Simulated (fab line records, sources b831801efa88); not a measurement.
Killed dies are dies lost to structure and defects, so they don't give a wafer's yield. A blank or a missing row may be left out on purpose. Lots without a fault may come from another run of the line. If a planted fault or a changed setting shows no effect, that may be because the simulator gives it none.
Which tool did it?	flow gf180mcu	42 wafers from 14 lots sampled at 3 of the route's 602 steps

== WHAT EACH GAUGE READ, for each wafer ==
GF_VT_IMPLANT_OVL_MEAS_40.
lot	measured	on	VT_IMPLANT_03_OVL (nm)
L463	day 7 09:52	overlay-02	-2.6 -0.8 -1.4
L464	day 7 17:34	overlay-02	1.6 1.5 1.6
L465	day 8 00:13	overlay-02	0.8 -0.6 -2.4
L468	day 8 18:40	overlay-02	0.2 1.8 2.7
L469	day 9 02:19	overlay-01	0.7 0.5 1.1
L472	day 9 21:31	overlay-01	0.6 -0.2 -0.6
L474	day 10 12:54	overlay-01	-0.7 -0.8 0.2
L476	day 10 23:01	overlay-01	0.1 -1.5 -1.9
L477	day 11 04:16	overlay-01	0.7 -1.8 -0.6
L478	day 11 14:29	overlay-02	-1.8 -2.3 -0.2
L483	day 13 01:33	overlay-02	0.6 2.9 0.5
L484	day 13 16:34	overlay-01	-0.3 -1.2 1.1
L486	day 14 01:05	overlay-02	0.1 0.3 -2.9
L485	day 14 02:01	overlay-01	-0.2 -1.3 0.2

GF_HV_LDD_TW_MEAS_38.
lot	measured	on	HV_LDD_3_TW
L463	day 11 12:59	film_metro-03	1428 1434 1438
L464	day 11 22:35	film_metro-03	1429 1435 1429
L465	day 12 05:14	film_metro-03	1429 1432 1431
L468	day 12 23:07	film_metro-04	1428 1431 1429
L469	day 13 07:02	film_metro-04	1434 1440 1435
L472	day 14 09:08	film_metro-03	1416 1425 1419
L474	day 14 22:32	film_metro-03	1427 1425 1431
L476	day 15 11:55	film_metro-02	1420 1412 1416
L477	day 15 22:18	film_metro-04	1429 1427 1432
L478	day 16 06:31	film_metro-02	1431 1428 1427
L483	day 18 02:05	film_metro-04	1426 1422 1430
L484	day 18 16:38	film_metro-03	1423 1426 1428
L486	day 19 01:56	film_metro-04	1438 1426 1427
L485	day 19 06:40	film_metro-03	1429 1421 1433

GF_HV_LDD_THK_MEAS_55.
lot	measured	on	HV_LDD_CVD_54_THK (nm)
L463	day 12 09:30	film_metro-02	10.05 9.94 10.02
L464	day 12 19:13	film_metro-03	10.02 9.96 10.06
L465	day 13 02:34	film_metro-02	10.11 10.05 10.16
L468	day 13 20:46	film_metro-03	10.02 10.01 9.89
L469	day 14 05:42	film_metro-03	10.07 10.06 10.03
L472	day 15 07:55	film_metro-02	10.05 10.36 10.27
L474	day 15 22:28	film_metro-03	10.02 10.04 10.12
L476	day 16 10:58	film_metro-03	10.04 10.01 10.21
L477	day 16 22:06	film_metro-03	9.83 9.73 9.93
L478	day 17 07:02	film_metro-04	10.03 10.06 10.05
L483	day 19 03:22	film_metro-02	10.04 10.10 10.07
L484	day 19 19:11	film_metro-03	10.08 10.15 10.06
L486	day 20 04:34	film_metro-03	9.85 9.97 9.92
L485	day 20 08:27	film_metro-02	10.14 10.09 10.12

== WHICH TOOL RAN EACH LOT (tool, then ch and the chambers of the sampled wafers, then the start) ==
There is no process step in the record ahead of these readings.

== AS READ BY THE TOOLS THEMSELVES (means over the sampled wafers that have a number; for cases with no such wafer, the mark the record gives instead) ==
The record holds no such reading with a usual standard deviation.

== THE ANSWER, worked out from the rows above alone ==
Rule: the usual values come from the lots themselves. Put in order of their means at a reading, lots are off if they are a third of the lots or fewer, leave a main group of 4 or more, and stand apart from it by a gap of 3 or more times the standard deviation of the main group's means; of several such gaps the widest counts. A main group is skipped when, at the precision printed for the reading in the tables above, its means are all equal. Also off: a lot with no number at a reading for which 4 or more lots have one. Where the step has rows for the other lots, those lots are counted as sound. The gauges are gone through in route order, then the tools' own readings, and for those a lot's mean is taken as printed above. At the first step where some lot is off, the reading lying furthest off is the one used; lots without a number count as furthest.
No lot is off at any reading shown: from this, nothing can be told.

== WHAT THE SIMULATOR HAD INSERTED ==
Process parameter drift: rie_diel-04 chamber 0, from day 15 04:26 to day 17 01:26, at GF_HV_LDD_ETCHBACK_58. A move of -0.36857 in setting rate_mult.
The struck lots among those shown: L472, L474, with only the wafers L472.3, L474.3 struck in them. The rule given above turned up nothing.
